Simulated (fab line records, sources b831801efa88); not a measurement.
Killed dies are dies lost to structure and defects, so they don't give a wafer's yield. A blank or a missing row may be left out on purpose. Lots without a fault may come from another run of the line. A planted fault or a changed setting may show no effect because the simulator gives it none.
Split-lot experiment | flow gf180mcu | 5 lots, 23 wafers read, on a route of 602 steps

THE SPLIT
At GF_PASSIVATION_COAT_06 (resist thk 4000 nm), the setting spin_rpm was moved away from the recipe's 2000 rpm on 7 of the 23 wafers read, by -5.4% to +4.2%. The other wafers ran this setting at the recipe's value.

The reading is taken at the split's own step.

THE READING
coat_of_PASSIVATION_COAT_06.thk_nm (the simulator's own value, which no gauge read), in nm, at GF_PASSIVATION_COAT_06 (resist thk 4000 nm). The file gives no usual value for it. The 16 wafers here that ran the recipe average 3999 nm, standard deviation 10 nm.

wafer  | tool, chamber at the split | spin_rpm as run, rpm | against the recipe | coat_of_PASSIVATION_COAT_06.thk_nm, nm | against lot-mates on the recipe
L074.1 | litho_track-03, 0          | 2000                 | recipe             | 4002                                   | -
L074.4 | litho_track-03, 0          | 2000                 | recipe             | 3999                                   | -
L074.6 | litho_track-03, 0          | 2000                 | recipe             | 3998                                   | -
L078.1 | litho_track-02, 0          | 2000                 | recipe             | 3990                                   | -
L078.3 | litho_track-02, 0          | 2000                 | recipe             | 3990                                   | -
L078.2 | litho_track-02, 0          | 2084                 | +4.2%              | 3900                                   | -89
L078.4 | litho_track-02, 0          | 2000                 | recipe             | 3988                                   | -
L078.6 | litho_track-02, 0          | 2084                 | +4.2%              | 3925                                   | -64
L079.1 | litho_track-03, 0          | 2000                 | recipe             | 3999                                   | -
L079.2 | litho_track-03, 0          | 2058                 | +2.9%              | 3953                                   | -53
L079.3 | litho_track-03, 0          | 2000                 | recipe             | 4014                                   | -
L079.5 | litho_track-03, 0          | 2000                 | recipe             | 4005                                   | -
L079.6 | litho_track-03, 0          | 2058                 | +2.9%              | 3944                                   | -62
L082.1 | litho_track-02, 0          | 2000                 | recipe             | 4015                                   | -
L082.3 | litho_track-02, 0          | 1892                 | -5.4%              | 4133                                   | +118
L082.4 | litho_track-02, 0          | 1892                 | -5.4%              | 4118                                   | +102
L082.5 | litho_track-02, 0          | 1892                 | -5.4%              | 4125                                   | +110
L082.6 | litho_track-02, 0          | 2000                 | recipe             | 4016                                   | -
L085.1 | litho_track-03, 0          | 2000                 | recipe             | 3987                                   | -
L085.2 | litho_track-03, 0          | 2000                 | recipe             | 3992                                   | -
L085.4 | litho_track-03, 0          | 2000                 | recipe             | 3993                                   | -
L085.5 | litho_track-03, 0          | 2000                 | recipe             | 4008                                   | -
L085.6 | litho_track-03, 0          | 2000                 | recipe             | 3982                                   | -

THE FIT
A straight line over all 23 wafers: coat_of_PASSIVATION_COAT_06.thk_nm changes by -21.9 nm for each +1% of spin_rpm; r = -0.98; the points scatter about the line by 11 nm.
The same after taking each lot's own level away (the mean of its wafers on the recipe; 23 wafers): -19.7 nm for each +1%; r = -0.99; scatter 7.1 nm.
On that fit, the largest move of spin_rpm shifts the reading by 1.1e+02 nm.
The lots' own levels span 3989.3 to 4015.5 nm, that is 2.5 times the standard deviation above.
So the lot-to-lot level changes the slope: the two fits differ.
Check: with one of the wafers moved furthest among these (-5.4%) left out of the fit, the line predicts +104 nm for it against its lot-mates. It came out at +118 nm against them.

OTHER SPLITS ON THESE WAFERS
These wafers also went through other splits before the reading. Each is held against what the fit with the lots' levels taken away leaves over:
other split on the same wafers         | wafers away from the commonest value | r with coat_of_PASSIVATION_COAT_06.thk_nm (lot level and that fit taken away)
GF_MIM_SPUTTER_04 time_s               | 10                                   | -0.22
GF_TOP_METAL_SPUTTER_02 time_s         | 11                                   | -0.11
GF_TOP_METAL_SPUTTER_04 power_w        | 8                                    | +0.11
GF_TOP_METAL_DEVELOP_13 develop_time_s | 9                                    | -0.23

THE WHOLE CHAIN: every reading that the file lists as answering this split, in the file's order
step                    | what it does       | reading                                                                             | change (the file's fit)              | r (the file's)
GF_PASSIVATION_COAT_06  | resist thk 4000 nm | coat_of_PASSIVATION_COAT_06.thk_nm (the simulator's own value, which no gauge read) | -19.6 nm for each +1% of the setting | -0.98
GF_PASSIVATION_STRIP_12 | strips in O2/N2    | strip_time_to_endpoint_s                                                            | withheld for each +1% of the setting | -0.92

THE FILE'S OWN FIT
coat_of_PASSIVATION_COAT_06.thk_nm changes by -19.6 nm for each +1% of spin_rpm, r = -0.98.
